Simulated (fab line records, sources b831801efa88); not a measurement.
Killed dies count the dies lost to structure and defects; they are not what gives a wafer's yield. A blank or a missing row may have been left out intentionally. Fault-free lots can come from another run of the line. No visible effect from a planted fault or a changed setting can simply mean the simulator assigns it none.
fab line records / flow sky130
record: lots: 6 wafers: 16 lastDay: 50
route steps=708 shown POLY_GATE@219
lots that met no fault: taken from a fault-free run of the same line
startH: start of the lot's first displayed wafer, in hours after the record's first day / waitH: hours from the lot's prior step to this one / " unchanged from the row above / L1.1+2: one row covering several wafers at once / - no value present, or no start provided / * or withheld: withheld / < > ~ a bound
route shown NAME@n: names a module that has steps shown in the file, with the first one's number in the route / usual: mean/standard deviation of fault-free wafers / same: alike in all rows / chamber/n: place in a boat / sites: per-site readings / _std_site: standard deviation across them / _edge_site: outer sites' mean less inner sites' / radiusMm: how far each site lies from the wafer's centre / mask NAME#n: copy n / behind: the last tool/chamber to shape the wafer / hold: what put the lot on hold/how long, in hours/how the hold closed / device: names the non-switching transistor (n, p or np) / end of line: the tests these same wafers got at the end of their route / where a step has no rows: the recipe by itself / killed: at the first sort, the dies lost to defects and structure; wafer yield is something else / map: a wafer's dies, x killed, . not, _ none there
set.NAME: the setting as run; set.NAME@STEP: as run at that earlier step / model.NAME: the simulator's own value behind a step, which no gauge read
lots seen at some steps along the route; tables by step, rows by wafer
services: the hour from which a tool's chamber was out of use, counted from the record's first day as startH (under 0 if before that day), plus the number of hours and why
== steps ==
step: SKY_POLY_GATE_DEHYDRATE_05
recipe: tempC: 200 timeS: 60
step: SKY_POLY_GATE_HMDS_06
recipe: primeTimeS: 60 primeTempC: 120
step: SKY_POLY_GATE_COAT_07
recipe: resist: BARC tempC: withheld timeS: withheld spinRpm: 3000 resistThkNm: 110
step: SKY_POLY_GATE_COAT_08
recipe: resist: KrF-thick spinRpm: 3000 resistThkNm: 450
step: SKY_POLY_GATE_SOFTBAKE_09
recipe: tempC: 100 timeS: 90 resist: KrF-thick
step: SKY_POLY_GATE_EXPOSE_10
recipe: maskId: P1M na: 0.68 sourceShape: conventional sigmaOuter: 0.6 targetCdNm: 150 doseMj: 28
step: SKY_POLY_GATE_PEB_11
recipe: pebTempC: withheld pebTimeS: withheld resist: KrF-thick
step: SKY_POLY_GATE_DEVELOP_12
recipe: developTimeS: 60 resist: KrF-thick devTempC: 21
step: SKY_POLY_GATE_CD_MEAS_13
recipe: targetCdNm: 150
usual: cdNm: 150.3/1.2
lot.wafer=L799.1 tool=cdSem-02 chamber=- startH=380.13 waitH=- cdNm=152.3
lot.wafer=L799.4 tool=cdSem-02 chamber=- startH=380.13 waitH=- cdNm=150.7
lot.wafer=L799.6 tool=cdSem-02 chamber=- startH=380.13 waitH=- cdNm=151.6
lot.wafer=L802.3 tool=cdSem-02 chamber=- startH=409.55 waitH=- cdNm=152.8
lot.wafer=L802.4 tool=cdSem-02 chamber=- startH=409.55 waitH=- cdNm=152.1
lot.wafer=L802.6 tool=cdSem-02 chamber=- startH=409.55 waitH=- cdNm=153.1
lot.wafer=L807.3 tool=cdSem-01 chamber=- startH=447.76 waitH=- cdNm=151.2
lot.wafer=L807.5 tool=cdSem-01 chamber=- startH=447.76 waitH=- cdNm=149.6
lot.wafer=L808.1 tool=cdSem-02 chamber=- startH=463.72 waitH=- cdNm=150.2
lot.wafer=L808.3 tool=cdSem-02 chamber=- startH=463.72 waitH=- cdNm=150.8
lot.wafer=L814.2 tool=cdSem-02 chamber=- startH=521.64 waitH=- cdNm=150.9
lot.wafer=L814.5 tool=cdSem-02 chamber=- startH=521.64 waitH=- cdNm=150.3
lot.wafer=L814.6 tool=cdSem-02 chamber=- startH=521.64 waitH=- cdNm=149.9
lot.wafer=L819.2 tool=cdSem-01 chamber=- startH=573.94 waitH=- cdNm=147.7
lot.wafer=L819.4 tool=cdSem-01 chamber=- startH=573.94 waitH=- cdNm=147.5
lot.wafer=L819.5 tool=cdSem-01 chamber=- startH=573.94 waitH=- cdNm=149.6
step: SKY_POLY_GATE_OVL_MEAS_14
usual: POLY_GATE_OVL: -4/5.7
lot.wafer=L799.1 tool=overlay-01 chamber=- startH=380.25 waitH=0.1 POLY_GATE_OVL[nm]=-4
lot.wafer=L799.4 tool=overlay-01 chamber=- startH=380.25 waitH=0.1 POLY_GATE_OVL[nm]=-2
lot.wafer=L799.6 tool=overlay-01 chamber=- startH=380.25 waitH=0.1 POLY_GATE_OVL[nm]=-3
lot.wafer=L802.3 tool=overlay-01 chamber=- startH=409.65 waitH=0.1 POLY_GATE_OVL[nm]=-10
lot.wafer=L802.4 tool=overlay-01 chamber=- startH=409.65 waitH=0.1 POLY_GATE_OVL[nm]=-11
lot.wafer=L802.6 tool=overlay-01 chamber=- startH=409.65 waitH=0.1 POLY_GATE_OVL[nm]=-8
lot.wafer=L807.3 tool=overlay-02 chamber=- startH=447.85 waitH=0.1 POLY_GATE_OVL[nm]=-2
lot.wafer=L807.5 tool=overlay-02 chamber=- startH=447.85 waitH=0.1 POLY_GATE_OVL[nm]=1
lot.wafer=L808.1 tool=overlay-01 chamber=- startH=463.84 waitH=0.1 POLY_GATE_OVL[nm]=-15
lot.wafer=L808.3 tool=overlay-01 chamber=- startH=463.84 waitH=0.1 POLY_GATE_OVL[nm]=-9
lot.wafer=L814.2 tool=overlay-01 chamber=- startH=521.74 waitH=0.1 POLY_GATE_OVL[nm]=-7
lot.wafer=L814.5 tool=overlay-01 chamber=- startH=521.74 waitH=0.1 POLY_GATE_OVL[nm]=-10
lot.wafer=L814.6 tool=overlay-01 chamber=- startH=521.74 waitH=0.1 POLY_GATE_OVL[nm]=-10
lot.wafer=L819.2 tool=overlay-01 chamber=- startH=574.04 waitH=0.1 POLY_GATE_OVL[nm]=9
lot.wafer=L819.4 tool=overlay-01 chamber=- startH=574.04 waitH=0.1 POLY_GATE_OVL[nm]=12
lot.wafer=L819.5 tool=overlay-01 chamber=- startH=574.04 waitH=0.1 POLY_GATE_OVL[nm]=1
step: SKY_POLY_GATE_ETCH_15
recipe: chemistry: N2/H2 target: BARC ionEnergyEv: 200 sourceW: 500 biasW: 100 pressureMtorr: 30 n2FlowSccm: 100 h2FlowSccm: 200 stopOn: SiO2 timeS: 118.5 targetDepthA: 1100
usual: drypumpMotorCurrentA: 5.7/0.44 oesProductAu: 0.716/0.0052 rfFwdPowerW: 497.9/1.7 throttleValvePct: 13.211/0.0085
same: timeS: 118.5
lot.wafer=L799.1 tool=rieDiel-01 chamber=3 startH=380.29 waitH=0.0 drypumpMotorCurrentA=6.6 oesProductAu=0.716 rfFwdPowerW=499.4 rfHoursCounterH=5 throttleValvePct=13.209
lot.wafer=L799.4 tool=rieDiel-01 chamber=2 startH=380.29 waitH=0.0 drypumpMotorCurrentA=5.5 oesProductAu=0.711 rfFwdPowerW=497.2 rfHoursCounterH=5 throttleValvePct=13.223
lot.wafer=L799.6 tool=rieDiel-01 chamber=0 startH=380.29 waitH=0.0 drypumpMotorCurrentA=4.9 oesProductAu=0.716 rfFwdPowerW=499.5 rfHoursCounterH=- throttleValvePct=13.220
lot.wafer=L802.3 tool=rieDiel-02 chamber=0 startH=409.67 waitH=0.0 drypumpMotorCurrentA=6.1 oesProductAu=0.719 rfFwdPowerW=498.3 rfHoursCounterH=2 throttleValvePct=13.215
lot.wafer=L802.4 tool=rieDiel-02 chamber=1 startH=409.67 waitH=0.0 drypumpMotorCurrentA=5.7 oesProductAu=0.713 rfFwdPowerW=498.9 rfHoursCounterH=88 throttleValvePct=13.217
lot.wafer=L802.6 tool=rieDiel-02 chamber=0 startH=409.67 waitH=0.0 drypumpMotorCurrentA=6.1 oesProductAu=0.714 rfFwdPowerW=497.9 rfHoursCounterH=- throttleValvePct=13.202
lot.wafer=L807.3 tool=rieDiel-02 chamber=0 startH=447.87 waitH=0.0 drypumpMotorCurrentA=6.1 oesProductAu=0.710 rfFwdPowerW=497.8 rfHoursCounterH=2 throttleValvePct=13.214
lot.wafer=L807.5 tool=rieDiel-02 chamber=3 startH=447.87 waitH=0.0 drypumpMotorCurrentA=5.9 oesProductAu=0.719 rfFwdPowerW=498.2 rfHoursCounterH=- throttleValvePct=13.213
lot.wafer=L808.1 tool=rieDiel-02 chamber=0 startH=463.87 waitH=0.0 drypumpMotorCurrentA=6.0 oesProductAu=0.708 rfFwdPowerW=498.6 rfHoursCounterH=3 throttleValvePct=13.220
lot.wafer=L808.3 tool=rieDiel-02 chamber=1 startH=463.87 waitH=0.0 drypumpMotorCurrentA=5.7 oesProductAu=0.715 rfFwdPowerW=499.9 rfHoursCounterH=89 throttleValvePct=13.229
lot.wafer=L814.2 tool=rieDiel-03 chamber=2 startH=521.77 waitH=0.0 drypumpMotorCurrentA=5.8 oesProductAu=0.714 rfFwdPowerW=497.5 rfHoursCounterH=5 throttleValvePct=13.204
lot.wafer=L814.5 tool=rieDiel-03 chamber=1 startH=521.77 waitH=0.0 drypumpMotorCurrentA=5.6 oesProductAu=0.715 rfFwdPowerW=497.3 rfHoursCounterH=- throttleValvePct=13.211
lot.wafer=L814.6 tool=rieDiel-03 chamber=0 startH=521.77 waitH=0.0 drypumpMotorCurrentA=5.0 oesProductAu=0.709 rfFwdPowerW=496.5 rfHoursCounterH=- throttleValvePct=13.205
lot.wafer=L819.2 tool=rieDiel-01 chamber=1 startH=574.07 waitH=0.0 drypumpMotorCurrentA=5.9 oesProductAu=0.711 rfFwdPowerW=499.3 rfHoursCounterH=74 throttleValvePct=13.212
lot.wafer=L819.4 tool=rieDiel-01 chamber=2 startH=574.07 waitH=0.0 drypumpMotorCurrentA=5.5 oesProductAu=0.715 rfFwdPowerW=497.5 rfHoursCounterH=9 throttleValvePct=13.233
lot.wafer=L819.5 tool=rieDiel-01 chamber=3 startH=574.07 waitH=0.0 drypumpMotorCurrentA=6.5 oesProductAu=0.714 rfFwdPowerW=496.3 rfHoursCounterH=- throttleValvePct=13.216
step: SKY_POLY_GATE_ETCH_16
recipe: stopOn: poly-Si chemistry: CH3F/O2 target: Si3N4 sourceW: 400 biasW: 80 pressureMtorr: 25 ch3fFlowSccm: 40 O2_flow_sccm: 30 timeS: 147.5 targetDepthA: 750
usual: O2_flow_sccm: 30.00/0.088 drypumpMotorCurrentA: 5.7/0.45 oesProductAu: 0.641/0.0052 rfFwdPowerW: 398.3/1.3 throttleValvePct: 10.536/0.0091
same: timeS: 147.5
lot.wafer=L799.1 tool=rieDiel-01 chamber=3 startH=380.37 waitH=0.0 O2_flow_sccm=29.97 drypumpMotorCurrentA=6.6 oesProductAu=0.644 rfFwdPowerW=397.5 rfHoursCounterH=5 throttleValvePct=10.527
lot.wafer=L799.4 tool=rieDiel-01 chamber=2 startH=380.37 waitH=0.0 O2_flow_sccm=29.97 drypumpMotorCurrentA=5.5 oesProductAu=0.643 rfFwdPowerW=397.8 rfHoursCounterH=5 throttleValvePct=10.532
lot.wafer=L799.6 tool=rieDiel-01 chamber=0 startH=380.37 waitH=0.0 O2_flow_sccm=30.11 drypumpMotorCurrentA=4.9 oesProductAu=0.642 rfFwdPowerW=397.0 rfHoursCounterH=- throttleValvePct=10.534
lot.wafer=L802.3 tool=rieDiel-02 chamber=0 startH=409.75 waitH=0.0 O2_flow_sccm=30.02 drypumpMotorCurrentA=6.0 oesProductAu=0.639 rfFwdPowerW=399.6 rfHoursCounterH=2 throttleValvePct=10.529
lot.wafer=L802.4 tool=rieDiel-02 chamber=1 startH=409.75 waitH=0.0 O2_flow_sccm=30.03 drypumpMotorCurrentA=5.7 oesProductAu=0.637 rfFwdPowerW=399.1 rfHoursCounterH=88 throttleValvePct=10.546
lot.wafer=L802.6 tool=rieDiel-02 chamber=0 startH=409.75 waitH=0.0 O2_flow_sccm=30.07 drypumpMotorCurrentA=6.0 oesProductAu=0.631 rfFwdPowerW=398.2 rfHoursCounterH=- throttleValvePct=10.538
lot.wafer=L807.3 tool=rieDiel-02 chamber=0 startH=447.96 waitH=0.0 O2_flow_sccm=30.10 drypumpMotorCurrentA=6.0 oesProductAu=0.645 rfFwdPowerW=398.8 rfHoursCounterH=2 throttleValvePct=10.542
lot.wafer=L807.5 tool=rieDiel-02 chamber=3 startH=447.96 waitH=0.0 O2_flow_sccm=30.02 drypumpMotorCurrentA=5.9 oesProductAu=0.640 rfFwdPowerW=398.4 rfHoursCounterH=- throttleValvePct=10.536
lot.wafer=L808.1 tool=rieDiel-02 chamber=0 startH=463.96 waitH=0.0 O2_flow_sccm=30.16 drypumpMotorCurrentA=6.1 oesProductAu=0.636 rfFwdPowerW=398.8 rfHoursCounterH=3 throttleValvePct=10.525
lot.wafer=L808.3 tool=rieDiel-02 chamber=1 startH=463.96 waitH=0.0 O2_flow_sccm=29.85 drypumpMotorCurrentA=5.7 oesProductAu=0.641 rfFwdPowerW=399.2 rfHoursCounterH=89 throttleValvePct=10.541
lot.wafer=L814.2 tool=rieDiel-03 chamber=2 startH=521.86 waitH=0.0 O2_flow_sccm=29.87 drypumpMotorCurrentA=5.7 oesProductAu=0.639 rfFwdPowerW=398.7 rfHoursCounterH=6 throttleValvePct=10.542
lot.wafer=L814.5 tool=rieDiel-03 chamber=1 startH=521.86 waitH=0.0 O2_flow_sccm=30.02 drypumpMotorCurrentA=5.6 oesProductAu=0.638 rfFwdPowerW=400.6 rfHoursCounterH=- throttleValvePct=10.541
lot.wafer=L814.6 tool=rieDiel-03 chamber=0 startH=521.86 waitH=0.0 O2_flow_sccm=30.08 drypumpMotorCurrentA=5.0 oesProductAu=0.636 rfFwdPowerW=397.0 rfHoursCounterH=- throttleValvePct=10.540
lot.wafer=L819.2 tool=rieDiel-01 chamber=1 startH=574.16 waitH=0.0 O2_flow_sccm=29.85 drypumpMotorCurrentA=6.0 oesProductAu=0.632 rfFwdPowerW=396.2 rfHoursCounterH=74 throttleValvePct=10.540
lot.wafer=L819.4 tool=rieDiel-01 chamber=2 startH=574.16 waitH=0.0 O2_flow_sccm=29.98 drypumpMotorCurrentA=5.5 oesProductAu=0.630 rfFwdPowerW=397.6 rfHoursCounterH=9 throttleValvePct=10.519
lot.wafer=L819.5 tool=rieDiel-01 chamber=3 startH=574.16 waitH=0.0 O2_flow_sccm=29.96 drypumpMotorCurrentA=6.5 oesProductAu=0.634 rfFwdPowerW=400.2 rfHoursCounterH=- throttleValvePct=10.545
step: SKY_POLY_GATE_ETCH_17
recipe: targetDepthNm: 180 stopOn: SiO2 overEtchFrac: 0.56667 chemistry: HBr/Cl2 target: poly-Si icpW: 400 biasW: 100 pressureMtorr: 10 HBr_flow_sccm: 150 Cl2_flow_sccm: 50 timeS: 70.5
usual: drypumpMotorCurrentA: 6.1/0.44 oesProductAu: 0.984/0.0086 overEtchFrac: 0.56667/0 rfFwdPowerW: 396.8/1.2 throttleValvePct: 33.683/0.0086
same: timeS: 70.5
lot.wafer=L799.1 tool=rieSi-01 chamber=0 startH=380.47 waitH=0.0 drypumpMotorCurrentA=5.7 oesProductAu=0.966 overEtchFrac=0.56667 rfFwdPowerW=395.8 rfHoursCounterH=17 throttleValvePct=33.688 model.POLY_GATE.featureDepthNm=172.1 model.etch.depthNm=172.1 model.KrF-thick_of_POLY_GATE_COAT_08.thkNm=140.7
lot.wafer=L799.4 tool=rieSi-01 chamber=3 startH=380.47 waitH=0.0 drypumpMotorCurrentA=6.1 oesProductAu=0.992 overEtchFrac=0.56667 rfFwdPowerW=395.9 rfHoursCounterH=2 throttleValvePct=33.686 model.POLY_GATE.featureDepthNm=178.4 model.etch.depthNm=178.4 model.KrF-thick_of_POLY_GATE_COAT_08.thkNm=137.9
lot.wafer=L799.6 tool=rieSi-01 chamber=2 startH=380.47 waitH=0.0 drypumpMotorCurrentA=6.6 oesProductAu=0.987 overEtchFrac=0.56667 rfFwdPowerW=398.0 rfHoursCounterH=- throttleValvePct=33.679 model.POLY_GATE.featureDepthNm=178.8 model.etch.depthNm=178.8 model.KrF-thick_of_POLY_GATE_COAT_08.thkNm=133.5
lot.wafer=L802.3 tool=rieSi-02 chamber=2 startH=409.85 waitH=0.0 drypumpMotorCurrentA=6.8 oesProductAu=0.978 overEtchFrac=0.56667 rfFwdPowerW=397.6 rfHoursCounterH=1 throttleValvePct=33.686 model.POLY_GATE.featureDepthNm=177.5 model.etch.depthNm=177.5 model.KrF-thick_of_POLY_GATE_COAT_08.thkNm=135.1
lot.wafer=L802.4 tool=rieSi-02 chamber=1 startH=409.85 waitH=0.0 drypumpMotorCurrentA=5.7 oesProductAu=0.974 overEtchFrac=0.56667 rfFwdPowerW=398.3 rfHoursCounterH=21 throttleValvePct=33.687 model.POLY_GATE.featureDepthNm=175.8 model.etch.depthNm=175.8 model.KrF-thick_of_POLY_GATE_COAT_08.thkNm=140.4
lot.wafer=L802.6 tool=rieSi-02 chamber=2 startH=409.85 waitH=0.0 drypumpMotorCurrentA=6.8 oesProductAu=0.971 overEtchFrac=0.56667 rfFwdPowerW=397.2 rfHoursCounterH=- throttleValvePct=33.678 model.POLY_GATE.featureDepthNm=178 model.etch.depthNm=178 model.KrF-thick_of_POLY_GATE_COAT_08.thkNm=136.8
lot.wafer=L807.3 tool=rieSi-02 chamber=1 startH=448.06 waitH=0.0 drypumpMotorCurrentA=5.7 oesProductAu=0.993 overEtchFrac=0.15281 rfFwdPowerW=394.8 rfHoursCounterH=21 throttleValvePct=33.678 model.POLY_GATE.featureDepthNm=130.5 model.etch.depthNm=130.5 model.KrF-thick_of_POLY_GATE_COAT_08.thkNm=164.3
lot.wafer=L807.5 tool=rieSi-02 chamber=2 startH=448.06 waitH=0.0 drypumpMotorCurrentA=6.8 oesProductAu=0.993 overEtchFrac=0.56667 rfFwdPowerW=397.0 rfHoursCounterH=- throttleValvePct=33.679 model.POLY_GATE.featureDepthNm=179.3 model.etch.depthNm=179.3 model.KrF-thick_of_POLY_GATE_COAT_08.thkNm=140.1
lot.wafer=L808.1 tool=rieSi-02 chamber=0 startH=464.06 waitH=0.0 drypumpMotorCurrentA=5.6 oesProductAu=1.000 overEtchFrac=0.15281 rfFwdPowerW=397.5 rfHoursCounterH=27 throttleValvePct=33.683 model.POLY_GATE.featureDepthNm=132.1 model.etch.depthNm=132.1 model.KrF-thick_of_POLY_GATE_COAT_08.thkNm=159.9
lot.wafer=L808.3 tool=rieSi-02 chamber=1 startH=464.06 waitH=0.0 drypumpMotorCurrentA=5.7 oesProductAu=0.985 overEtchFrac=0.15281 rfFwdPowerW=397.4 rfHoursCounterH=21 throttleValvePct=33.688 model.POLY_GATE.featureDepthNm=129.5 model.etch.depthNm=129.5 model.KrF-thick_of_POLY_GATE_COAT_08.thkNm=162.8
lot.wafer=L814.2 tool=rieSi-01 chamber=0 startH=521.96 waitH=0.0 drypumpMotorCurrentA=5.7 oesProductAu=0.975 overEtchFrac=0.56667 rfFwdPowerW=399.0 rfHoursCounterH=18 throttleValvePct=33.688 model.POLY_GATE.featureDepthNm=174.9 model.etch.depthNm=174.9 model.KrF-thick_of_POLY_GATE_COAT_08.thkNm=142.8
lot.wafer=L814.5 tool=rieSi-01 chamber=3 startH=521.96 waitH=0.0 drypumpMotorCurrentA=6.2 oesProductAu=0.997 overEtchFrac=0.56667 rfFwdPowerW=395.2 rfHoursCounterH=- throttleValvePct=33.679 model.POLY_GATE.featureDepthNm=180.3 model.etch.depthNm=180.3 model.KrF-thick_of_POLY_GATE_COAT_08.thkNm=134
lot.wafer=L814.6 tool=rieSi-01 chamber=0 startH=521.96 waitH=0.0 drypumpMotorCurrentA=5.7 oesProductAu=0.981 overEtchFrac=0.56667 rfFwdPowerW=398.5 rfHoursCounterH=- throttleValvePct=33.679 model.POLY_GATE.featureDepthNm=174.6 model.etch.depthNm=174.6 model.KrF-thick_of_POLY_GATE_COAT_08.thkNm=144.2
lot.wafer=L819.2 tool=rieSi-02 chamber=0 startH=574.26 waitH=0.0 drypumpMotorCurrentA=5.5 oesProductAu=0.991 overEtchFrac=0.56667 rfFwdPowerW=398.7 rfHoursCounterH=28 throttleValvePct=33.692 model.POLY_GATE.featureDepthNm=180.6 model.etch.depthNm=180.6 model.KrF-thick_of_POLY_GATE_COAT_08.thkNm=140.7
lot.wafer=L819.4 tool=rieSi-02 chamber=3 startH=574.26 waitH=0.0 drypumpMotorCurrentA=6.0 oesProductAu=1.000 overEtchFrac=0.56667 rfFwdPowerW=396.3 rfHoursCounterH=4 throttleValvePct=33.676 model.POLY_GATE.featureDepthNm=179.1 model.etch.depthNm=179.1 model.KrF-thick_of_POLY_GATE_COAT_08.thkNm=136.3
lot.wafer=L819.5 tool=rieSi-02 chamber=2 startH=574.26 waitH=0.0 drypumpMotorCurrentA=6.8 oesProductAu=0.984 overEtchFrac=0.56667 rfFwdPowerW=396.5 rfHoursCounterH=- throttleValvePct=33.694 model.POLY_GATE.featureDepthNm=177.9 model.etch.depthNm=177.9 model.KrF-thick_of_POLY_GATE_COAT_08.thkNm=133.9
step: SKY_POLY_GATE_STRIP_18
recipe: chemistry: O2/N2 powerW: 1400 pressureMtorr: 1500 platenTempC: withheld o2FlowSccm: 3000 n2FlowSccm: 300 overashFraction: 0.5
usual: drypumpMotorCurrentA: 5.4/0.35 o2FlowSccm: 3001/8.8 oesProductAu: 0.361/0.0051 stripTimeToEndpointS: 3.16/0.043
lot.wafer=L799.1 tool=plasmaAsher-02 chamber=1 startH=380.53 waitH=0.0 drypumpMotorCurrentA=5.8 o2FlowSccm=2979 oesProductAu=0.355 rfHoursCounterH=54 stripTimeToEndpointS=3.18
lot.wafer=L799.4 tool=plasmaAsher-02 chamber=0 startH=380.53 waitH=0.0 drypumpMotorCurrentA=5.7 o2FlowSccm=3000 oesProductAu=0.365 rfHoursCounterH=- stripTimeToEndpointS=3.14
lot.wafer=L799.6 tool=plasmaAsher-02 chamber=0 startH=380.53 waitH=0.0 drypumpMotorCurrentA=5.7 o2FlowSccm=3005 oesProductAu=0.367 rfHoursCounterH=- stripTimeToEndpointS=3.08
lot.wafer=L802.3 tool=plasmaAsher-03 chamber=0 startH=409.94 waitH=0.1 drypumpMotorCurrentA=5.3 o2FlowSccm=2998 oesProductAu=0.364 rfHoursCounterH=- stripTimeToEndpointS=3.12
lot.wafer=L802.4 tool=plasmaAsher-03 chamber=1 startH=409.94 waitH=0.1 drypumpMotorCurrentA=4.8 o2FlowSccm=2985 oesProductAu=0.363 rfHoursCounterH=- stripTimeToEndpointS=3.16
lot.wafer=L802.6 tool=plasmaAsher-03 chamber=1 startH=409.94 waitH=0.1 drypumpMotorCurrentA=4.8 o2FlowSccm=2994 oesProductAu=0.356 rfHoursCounterH=- stripTimeToEndpointS=3.15
lot.wafer=L807.3 tool=plasmaAsher-01 chamber=0 startH=448.14 waitH=0.1 drypumpMotorCurrentA=5.1 o2FlowSccm=2995 oesProductAu=0.370 rfHoursCounterH=- stripTimeToEndpointS=3.45
lot.wafer=L807.5 tool=plasmaAsher-01 chamber=1 startH=448.14 waitH=0.1 drypumpMotorCurrentA=5.4 o2FlowSccm=2991 oesProductAu=0.358 rfHoursCounterH=- stripTimeToEndpointS=3.16
lot.wafer=L808.1 tool=plasmaAsher-02 chamber=1 startH=464.11 waitH=0.0 drypumpMotorCurrentA=5.8 o2FlowSccm=2991 oesProductAu=0.373 rfHoursCounterH=64 stripTimeToEndpointS=3.37
lot.wafer=L808.3 tool=plasmaAsher-02 chamber=0 startH=464.11 waitH=0.0 drypumpMotorCurrentA=5.7 o2FlowSccm=3019 oesProductAu=0.366 rfHoursCounterH=- stripTimeToEndpointS=3.41
lot.wafer=L814.2 tool=plasmaAsher-03 chamber=1 startH=522.01 waitH=0.0 drypumpMotorCurrentA=4.9 o2FlowSccm=3013 oesProductAu=0.361 rfHoursCounterH=39 stripTimeToEndpointS=3.18
lot.wafer=L814.5 tool=plasmaAsher-03 chamber=0 startH=522.01 waitH=0.0 drypumpMotorCurrentA=5.3 o2FlowSccm=2987 oesProductAu=0.366 rfHoursCounterH=- stripTimeToEndpointS=3.10
lot.wafer=L814.6 tool=plasmaAsher-03 chamber=1 startH=522.01 waitH=0.0 drypumpMotorCurrentA=4.9 o2FlowSccm=3009 oesProductAu=0.365 rfHoursCounterH=- stripTimeToEndpointS=3.21
lot.wafer=L819.2 tool=plasmaAsher-03 chamber=1 startH=574.31 waitH=0.0 drypumpMotorCurrentA=4.9 o2FlowSccm=3010 oesProductAu=0.367 rfHoursCounterH=45 stripTimeToEndpointS=3.18
lot.wafer=L819.4 tool=plasmaAsher-03 chamber=1 startH=574.31 waitH=0.0 drypumpMotorCurrentA=4.9 o2FlowSccm=3013 oesProductAu=0.357 rfHoursCounterH=- stripTimeToEndpointS=3.13
lot.wafer=L819.5 tool=plasmaAsher-03 chamber=0 startH=574.31 waitH=0.0 drypumpMotorCurrentA=5.3 o2FlowSccm=3005 oesProductAu=0.358 rfHoursCounterH=- stripTimeToEndpointS=3.09
step: SKY_POLY_GATE_CLEAN_19
recipe: chemistry: SC1/SC2 mix: 1:4:20 tempC: 70 timeS: 150 dry: n2Spin
== services ==
tool=rieDiel-03 chamber=2 startH=381.55 hours=5.0 kind=repair
tool=plasmaAsher-01 chamber=- startH=385.87 hours=9.0 kind=repair
tool=rieSi-01 chamber=1 startH=401.17 hours=19.9 kind=repair
tool=rieDiel-02 chamber=1 startH=420.90 hours=1.6 kind=repair
tool=rieDiel-03 chamber=0 startH=427.71 hours=3.1 kind=repair
tool=rieDiel-02 chamber=3 startH=460.67 hours=15.2 kind=repair
tool=rieDiel-02 chamber=0 startH=465.59 hours=2.8 kind=repair
tool=rieDiel-02 chamber=3 startH=477.38 hours=- kind=clean
tool=rieDiel-02 chamber=3 startH=477.38 hours=27.8 kind=scheduledDown
tool=rieDiel-02 chamber=3 startH=477.38 hours=27.8 kind=ventCycle
tool=rieDiel-01 chamber=2 startH=482.58 hours=5.2 kind=repair
tool=rieDiel-03 chamber=- startH=483.74 hours=14.6 kind=pm
tool=rieDiel-02 chamber=2 startH=507.70 hours=9.4 kind=repair
tool=plasmaAsher-03 chamber=- startH=512.74 hours=3.2 kind=repair
tool=rieDiel-02 chamber=1 startH=517.21 hours=- kind=clean
tool=rieDiel-02 chamber=1 startH=517.21 hours=14.4 kind=scheduledDown
tool=rieDiel-02 chamber=1 startH=517.21 hours=14.4 kind=ventCycle
tool=rieDiel-01 chamber=3 startH=528.62 hours=2.4 kind=repair
tool=rieDiel-02 chamber=- startH=533.50 hours=2.8 kind=pm
tool=rieDiel-02 chamber=3 startH=540.88 hours=8.3 kind=repair
tool=rieDiel-02 chamber=2 startH=549.14 hours=- kind=clean
tool=plasmaAsher-01 chamber=- startH=559.89 hours=14.6 kind=pm
tool=rieDiel-02 chamber=0 startH=561.11 hours=3.3 kind=repair
tool=rieDiel-01 chamber=- startH=571.97 hours=0.3 kind=repair
== key ==
firstSign: step: SKY_POLY_GATE_ETCH_17 reading: overEtchFrac direction: down sigmas: 99+ usual: 0.56667 struck: 0.15281
effect: step: SKY_POLY_GATE_STRIP_18 reading: stripTimeToEndpointS direction: up sigmas: 5.8 usual: * struck: *
modelEffect: step: SKY_POLY_GATE_ETCH_17 value: POLY_GATE.featureDepthNm without: 176.7 struck: 130.7
metAt SKY_POLY_GATE_ETCH_17
struckWafers L807.3,L808.1,L808.3
laterRowsLeftOut L807.3,L808.1,L808.3
sortLeftOut L807.3,L808.1,L808.3
testerLeftOut L807,L808
onsetBetween 409.85 448.06
fault: kind: processParameterDrift tool: rieSi-02 chamber: - onsetH: 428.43 steps: SKY_POLY_GATE_ETCH_17 channel: overEtchFrac offset: -0.41386 shape: step endH: 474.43 scope: struckWafersOnly stated: 0.56667
testerLeftOut: of these lots the tester's yield and bins aren't shown, on N5 and GAA mostly nor the transistor test; their killed dies are dies lost to structure and defects alone, not to doping, threshold or leakage, so they don't give the yield
sortLeftOut: the simulated sort isn't trusted on such a fault, so these wafers' sort isn't shown, and their yield isn't known
laterRowsLeftOut: the simulator's readings of these wafers behind a module that went badly wrong aren't trusted and aren't shown, but for the sort
